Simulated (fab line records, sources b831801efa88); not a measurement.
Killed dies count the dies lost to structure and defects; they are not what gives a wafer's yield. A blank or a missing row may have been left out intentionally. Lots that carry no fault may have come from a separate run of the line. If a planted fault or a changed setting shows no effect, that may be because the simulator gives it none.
Which tool did it?    flow sky130    Sampling: 11 lots, 33 wafers, 5 of 708 route steps

== WHAT EACH GAUGE READ, for each wafer ==
SKY_VT_ADJUST_NCORE_TW_MEAS_11. Usual: VT_ADJUST_NCORE_TW gives 219.6 (standard deviation 2.6).
lot   measured      on             VT_ADJUST_NCORE_TW                   flag
L590  day 8 17:27   film metro-01  222.5 222.2 222.3                    
L591  day 8 21:06   film metro-02  218.3 219.2 218.0                    
L596  day 10 05:37  film metro-01  221.7 223.1 221.2                    
L597  day 10 17:15  film metro-01  222.6 222.1 221.9                    
L600  day 11 10:10  film metro-03  205.7 207.4 206.2 206.4 207.2 207.0  OFF
L601  day 11 22:34  film metro-02  206.3 206.7 207.3 205.7 206.0 206.2  OFF
L603  day 12 18:27  film metro-01  212.1 210.5 211.5                    OFF
L605  day 13 02:49  film metro-01  222.2 222.1 223.7                    
L609  day 14 09:59  film metro-01  220.9 221.7 220.6                    
L612  day 15 02:56  film metro-01  222.4 222.3 222.3                    
L613  day 15 11:50  film metro-02  215.8 215.5 215.8                    

SKY_LDD_N_OVL_MEAS_07. Usual: LDD_N_OVL gives -0.4 nm (standard deviation 1.4).
lot   measured      on          LDD_N_OVL (nm)  flag
L590  day 17 20:55  overlay-01  -1.6 -1.9 -1.7  
L591  day 17 21:13  overlay-01  -0.7 -1.1 -3.4  
L596  day 19 21:38  overlay-01  0.6 -1.1 -1.6   
L597  day 21 02:23  overlay-01  -2.5 -0.8 -2.3  
L600  day 21 15:49  overlay-02  -2.8 -1.1 -1.5  
L601  day 22 03:53  overlay-01  1.9 -1.3 -0.6   
L603  day 22 19:10  overlay-01  1.1 -0.9 -1.8   
L605  day 23 07:31  overlay-02  1.1 -0.1 1.2    
L609  day 24 19:37  overlay-01  -1.5 -0.6 0.0   
L612  day 25 15:04  overlay-02  -0.6 -0.1 -2.8  
L613  day 25 23:17  overlay-01  0.6 0.5 -2.0    

== WHICH TOOL RAN EACH LOT (tool, then ch and the chambers of the sampled wafers, then the start) ==
lot   SKY_FIELD_ISO_ETCH_14              SKY_VT_ADJUST_LVTN_STRIP_20           SKY_VT_ADJUST_NCORE_IMPLANT_09
L590  rie diel-01 ch 1,2,3, day 2 06:04  plasma asher-01 ch 0,1, day 7 19:47   implanter-02 ch 0, day 8 17:12
L591  rie diel-03 ch 0,1,3, day 2 10:34  plasma asher-04 ch 0,1, day 7 23:50   implanter-04 ch 0, day 8 20:51
L596  rie diel-03 ch 0,2,3, day 3 12:16  plasma asher-02 ch 0,1, day 9 07:06   implanter-01 ch 0, day 10 05:24
L597  rie diel-03 ch 1,2,3, day 3 19:52  plasma asher-02 ch 0,1, day 9 18:45   implanter-01 ch 0, day 10 17:02
L600  rie diel-01 ch 0,1,2, day 4 08:37  plasma asher-01 ch 0, day 10 10:47    implanter-01 ch 0, day 11 09:56
L601  rie diel-03 ch 0,2,3, day 4 14:28  plasma asher-01 ch 0,1, day 10 22:23  implanter-01 ch 0, day 11 22:19
L603  rie diel-03 ch 0,2,3, day 5 00:17  plasma asher-04 ch 0,1, day 11 18:19  implanter-01 ch 0, day 12 18:14
L605  rie diel-02 ch 0,1,3, day 5 10:11  plasma asher-02 ch 0,1, day 12 01:56  implanter-04 ch 0, day 13 02:35
L609  rie diel-01 ch 1,3, day 6 10:02    plasma asher-02 ch 0,1, day 13 08:35  implanter-02 ch 0, day 14 09:44
L612  rie diel-02 ch 1,2,3, day 7 00:31  plasma asher-01 ch 0,1, day 14 01:09  implanter-02 ch 0, day 15 02:43
L613  rie diel-01 ch 0,1,2, day 7 05:10  plasma asher-01 ch 0,1, day 14 10:22  implanter-04 ch 0, day 15 11:37
- SKY_FIELD_ISO_ETCH_14: etches BARC in N2/H2, stops on SiO2, time 45.9 s, target depth 60 nm.
- SKY_VT_ADJUST_LVTN_STRIP_20: strips in O2/N2.
- SKY_VT_ADJUST_NCORE_IMPLANT_09

== WHAT THE TOOLS THEMSELVES READ (means of the sampled wafers that have a number; where no wafer has one, the mark that the record gives instead) ==
SKY_FIELD_ISO_ETCH_14. Usual: drypump motor current A 5.6 A, standard deviation 0.44; oes product au 0.855 a.u., standard deviation 0.0043; throttle valve pct 13.225 %, standard deviation 0.0098.
lot   tool         drypump motor current A (A)  oes product au (a.u.)  throttle valve pct (%)  flag
L590  rie diel-01  5.8                          0.854                  13.225                  
L591  rie diel-03  5.6                          0.860                  13.218                  
L596  rie diel-03  5.5                          0.857                  13.222                  
L597  rie diel-03  5.8                          0.855                  13.228                  
L600  rie diel-01  5.8                          0.854                  13.229                  
L601  rie diel-03  5.5                          0.858                  13.227                  
L603  rie diel-03  5.5                          0.860                  13.225                  
L605  rie diel-02  5.5                          0.854                  13.220                  
L609  rie diel-01  5.5                          0.855                  13.218                  
L612  rie diel-02  5.5                          0.856                  13.214                  
L613  rie diel-01  5.8                          0.853                  13.221                  

SKY_VT_ADJUST_LVTN_STRIP_20. Usual: drypump motor current A 5.8 A, standard deviation 0.7; oes product au 0.716 a.u., standard deviation 0.0042; strip time to endpoint s 14.17 s, standard deviation 0.044.
lot   tool             drypump motor current A (A)  oes product au (a.u.)  strip time to endpoint s (s)  flag
L590  plasma asher-01  5.6                          0.716                  14.19                         
L591  plasma asher-04  6.3                          0.719                  14.14                         
L596  plasma asher-02  5.2                          0.718                  14.18                         
L597  plasma asher-02  5.2                          0.715                  14.15                         
L600  plasma asher-01  6.6                          0.717                  14.19                         
L601  plasma asher-01  6.0                          0.714                  14.09                         
L603  plasma asher-04  6.3                          0.717                  14.19                         
L605  plasma asher-02  5.7                          0.713                  14.23                         
L609  plasma asher-02  5.7                          0.717                  14.21                         
L612  plasma asher-01  5.6                          0.719                  14.13                         
L613  plasma asher-01  5.6                          0.715                  14.21                         

SKY_VT_ADJUST_NCORE_IMPLANT_09. Usual: dose ions cm2 2.3997e+12, standard deviation 2.4e+09; faraday current uA 13.56, standard deviation 0.27.
lot   tool          dose ions cm2  faraday current uA  flag
L590  implanter-02  2.4041e+12     13.62               
L591  implanter-04  2.3988e+12     13.60               
L596  implanter-01  2.3985e+12     13.65               
L597  implanter-01  2.3989e+12     13.48               
L600  implanter-01  2.0606e+12     11.80               OFF
L601  implanter-01  2.0623e+12     11.71               OFF
L603  implanter-01  2.0614e+12     11.60               OFF
L605  implanter-04  2.3981e+12     13.83               
L609  implanter-02  2.3992e+12     13.59               
L612  implanter-02  2.4009e+12     13.56               
L613  implanter-04  2.3980e+12     13.78               

== THE ANSWER, worked out from the rows above alone ==
Rule: a lot is off if the mean of its wafers that have a number lies more than 3 standard deviations from the usual mean. A lot without any number at a reading at which 4 lots or more have one is off too. Any other lot the step has rows for is counted as sound. Order of review: gauges by route order, followed by the tools' own readings, for which a lot's mean as printed above is used. The first step at which some lot is off is used, and at that step the reading that is off furthest; a lot without a number counts as furthest.
Off: L600, L601, L603, at SKY_VT_ADJUST_NCORE_TW_MEAS_11 (VT_ADJUST_NCORE_TW).
If a tool, at a process step before that reading, ran all the lots that are off and no sound lot after the first of them, it fits. Not tried: the gauges at SKY_VT_ADJUST_NCORE_TW_MEAS_11; whatever is off there is also off at SKY_VT_ADJUST_NCORE_IMPLANT_09, on other tools, and gauge error can't account for it. One fits: implanter-01 at SKY_VT_ADJUST_NCORE_IMPLANT_09. A fault onset in the window from L597 (day 10 17:02, its last sound lot) to L600 (day 11 09:56, its first lot off) fits.
The tool's own readings at SKY_VT_ADJUST_NCORE_IMPLANT_09 bear it out: on the lots that are off they differ by more than 5 times the standard deviation of the sound lots' means. dose ions cm2 reads 2.0614e+12 there against 2.3996e+12 on the sound lots; faraday current uA reads 11.70 there against 13.64 on the sound lots.

== WHAT WAS PUT IN BY THE SIMULATOR ==
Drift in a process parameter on implanter-01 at SKY_VT_ADJUST_NCORE_IMPLANT_09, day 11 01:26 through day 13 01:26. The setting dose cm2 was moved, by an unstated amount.
Lots struck among those shown: L600, L601, L603. The rule above reached the same finding.
